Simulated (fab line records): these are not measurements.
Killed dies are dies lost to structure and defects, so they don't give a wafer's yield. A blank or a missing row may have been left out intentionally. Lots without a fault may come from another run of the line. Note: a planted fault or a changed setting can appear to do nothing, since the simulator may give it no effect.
Commonality check across tools | flow sky130 | Sample size 11 lots and 33 wafers

## WHY IT WAS OPENED
2 of 11 lots carry a flag on the reading LDD_N_TW at SKY_LDD_N_TW_MEAS_17. Fault-free wafers read 2580, with a standard deviation of 17.
Rule: a lot gets a flag if all its wafers with a number sit over 4 standard deviations from that mean, or if no wafer of it has a number. As for the other lots, they are considered sound.

lot  | measured     | on           | LDD_N_TW, wafer by wafer | flag
L884 | day 17 16:32 | filmMetro-04 | 2555 2554 2567           | 
L885 | day 17 19:13 | filmMetro-01 | 2587 2577 2580           | 
L889 | day 19 23:43 | filmMetro-03 | 2577 2581 2581           | 
L896 | day 22 11:07 | filmMetro-01 | 2582 2589 2601           | 
L897 | day 22 17:16 | filmMetro-04 | 2498 2496 2472           | FLAGGED
L898 | day 23 03:14 | filmMetro-04 | 2493 2482 2488           | FLAGGED
L899 | day 23 12:28 | filmMetro-03 | 2585 2580 2593           | 
L900 | day 23 17:29 | filmMetro-01 | 2589 2586 2584           | 
L904 | day 25 06:04 | filmMetro-01 | 2583 2579 2575           | 
L905 | day 25 10:50 | filmMetro-04 | 2553 2549 2548           | 
L906 | day 25 14:31 | filmMetro-01 | 2578 2580 2584           | 
Average over the flagged lots: 2488; offset from the usual -92, equal to -5 standard deviations.

## EACH LOT AND THE TOOL IT RAN ON
The record holds 2 process steps before the reading, out of a route of 708 steps. Each cell gives the tool, then ch followed by the chambers the sampled wafers passed through, then the start.
lot  | flag    | SKY_LDD_N_IMPLANT_10            | SKY_LDD_N_STRIP_16
L884 |         | implanter-02 ch 0, day 17 15:32 | plasmaAsher-04 ch 0,1, day 17 16:26
L885 |         | implanter-02 ch 0, day 17 18:15 | plasmaAsher-02 ch 0,1, day 17 19:08
L889 |         | implanter-02 ch 0, day 19 22:43 | plasmaAsher-01 ch 0,1, day 19 23:36
L896 |         | implanter-03 ch 0, day 22 10:07 | plasmaAsher-02 ch 0,1, day 22 11:01
L897 | FLAGGED | implanter-02 ch 0, day 22 16:19 | plasmaAsher-01 ch 0,1, day 22 17:10
L898 | FLAGGED | implanter-02 ch 0, day 23 02:14 | plasmaAsher-02 ch 0,1, day 23 03:08
L899 |         | implanter-03 ch 0, day 23 11:28 | plasmaAsher-02 ch 0,1, day 23 12:22
L900 |         | implanter-03 ch 0, day 23 16:30 | plasmaAsher-01 ch 0,1, day 23 17:22
L904 |         | implanter-03 ch 0, day 25 05:07 | plasmaAsher-01 ch 0,1, day 25 05:58
L905 |         | implanter-03 ch 0, day 25 09:50 | plasmaAsher-04 ch 1, day 25 10:44
L906 |         | implanter-02 ch 0, day 25 13:31 | plasmaAsher-02 ch 1, day 25 14:24
These steps, and what they do:
- SKY_LDD_N_IMPLANT_10
- SKY_LDD_N_STRIP_16: strips in O2/N2.
- SKY_LDD_N_TW_MEAS_17

## FLAGGED OVER TOTAL, TOOL BY TOOL (the gauges that took the reading come last)
step                 | tool           | lots run | flagged | share of the flagged lots | sound lots run after its first flagged lot
SKY_LDD_N_IMPLANT_10 | implanter-02   | 6        | 2       | all                       | 1 (L906)
SKY_LDD_N_IMPLANT_10 | implanter-03   | 5        | 0       | none                      | -
SKY_LDD_N_STRIP_16   | plasmaAsher-01 | 4        | 1       | some                      | 2 (L900,L904)
SKY_LDD_N_STRIP_16   | plasmaAsher-02 | 5        | 1       | some                      | 2 (L899,L906)
SKY_LDD_N_STRIP_16   | plasmaAsher-04 | 2        | 0       | none                      | -
SKY_LDD_N_TW_MEAS_17 | filmMetro-01   | 5        | 0       | none                      | -
SKY_LDD_N_TW_MEAS_17 | filmMetro-03   | 2        | 0       | none                      | -
SKY_LDD_N_TW_MEAS_17 | filmMetro-04   | 4        | 2       | all                       | 1 (L905)

## WHAT IS ALLOWED BY THE TABLE
Every flagged lot went through 2 rows of the table: implanter-02 at SKY_LDD_N_IMPLANT_10 and filmMetro-04 at SKY_LDD_N_TW_MEAS_17.
- implanter-02 at SKY_LDD_N_IMPLANT_10 ran 6 lots, 2 of them flagged. Lots that were sound ran on it after the first flagged one (L906); a persistent fault on the entire tool would not allow that. Its own readings (doseIonsCm2, faradayCurrentUA) fall more than 4 standard deviations out on all wafers of the flagged lots.
- filmMetro-04 at SKY_LDD_N_TW_MEAS_17 ran 4 lots, 2 of them flagged. Lots that were sound ran on it after the first flagged one (L905); a persistent fault on the entire tool would not allow that.
None of the table's rows ran every flagged lot and, after the first, no sound lot.

## WHAT WAS PUT IN BY THE SIMULATOR
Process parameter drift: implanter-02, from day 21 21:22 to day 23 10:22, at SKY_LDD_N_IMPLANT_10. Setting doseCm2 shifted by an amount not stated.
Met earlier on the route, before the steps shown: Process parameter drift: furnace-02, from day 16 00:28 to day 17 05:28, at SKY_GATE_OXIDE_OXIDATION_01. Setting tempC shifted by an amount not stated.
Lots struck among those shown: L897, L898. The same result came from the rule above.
